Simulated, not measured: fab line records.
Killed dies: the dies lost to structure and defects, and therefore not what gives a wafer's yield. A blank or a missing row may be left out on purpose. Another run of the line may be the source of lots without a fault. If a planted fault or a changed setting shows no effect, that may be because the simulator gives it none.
2 desks looking at one fault	flow gf180mcu	what lay behind the numbers comes last; until then each desk has only its own

## TOOL OWNER'S DESK, pvdSputter-03
The tool's own readings at GF_M4_SPUTTER_04 (material TiN, target thk 50 nm, time 41.7 s): means of the sampled wafers that have a number, for each lot that ran on this tool. The brackets show how far a lot's mean lies from the usual mean; more than 4 standard deviations puts the lot out of limits, marked OUT.
Columns: A = cathodeDcPowerW at GF_M4_SPUTTER_04, usual 6500.0 W; B = throttleValvePct at GF_M4_SPUTTER_04, usual 30.4 %
lot	first seen here	A	B
L220	day 25 17:04	6500.8	30.8
L233	day 29 13:56	6285.6 (-99 or more) OUT	30.9
This desk finds L233 out of limits, L233 being first, at day 29 13:56 (cathodeDcPowerW at GF_M4_SPUTTER_04). In limits: L220.

## METROLOGY DESK
Lot by lot, what the gauges showed, no matter which tool ran the lot: averages of those sampled wafers that carry a number. The brackets show how far a lot's mean lies from the usual mean; more than 4 standard deviations puts the lot out of limits, marked OUT. Only the readings that lie furthest out on some lot appear, 7 of the 9 it has.
Columns: A = V3_W_RS at GF_V3_RS_MEAS_24, usual 0.328 ohm/sq; B = V3_W_THK at GF_V3_THK_MEAS_25, usual 350 nm; C = M4_ALCU_RS at GF_M4_RS_MEAS_05, usual 0.0692 ohm/sq; D = M4_ALCU_THK at GF_M4_THK_MEAS_06, usual 448 nm; E = cdNm at GF_M4_CD_MEAS_14, usual 280.0 nm; F = M4_OVL at GF_M4_OVL_MEAS_15, usual 1 nm; G = V4_BOW at GF_V4_BOW_MEAS_05, usual 131 um
lot	first seen here	A	B	C	D	E	F	G
L215	day 23 18:26	0.326	353	0.0707	438	279.7	9	144
L220	day 25 16:27	0.328	350	0.0691	449	280.1	-7	126
L230	day 28 15:34	0.328	348	0.0686	452	279.6	-1	130
L233	day 29 13:17	0.328	354	0.0685	455	281.7	8	136
L234	day 29 15:05	0.324	350	0.0686	451	281.3	-6	139
Finding of this desk: none of the 5 lots has anything out of limits.

## ALL TOGETHER
On L233, at day 29 13:56, an alarm was possible from the tool owner's desk.
From the metrology desk's view, nothing was out of limits.
The metrology desk holds a record of L233, inside its limits.
On pvdSputter-03, each named lot ran GF_M4_SPUTTER_04.

## WHAT HAD BEEN PUT IN BY THE SIMULATOR
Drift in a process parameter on pvdSputter-03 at GF_M4_SPUTTER_04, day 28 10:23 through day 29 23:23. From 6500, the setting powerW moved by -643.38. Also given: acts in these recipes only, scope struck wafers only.
Lots struck among those shown: L233.
Delay in hours, fault start to first out-of-limits reading, by desk: the tool owner's desk at 28.
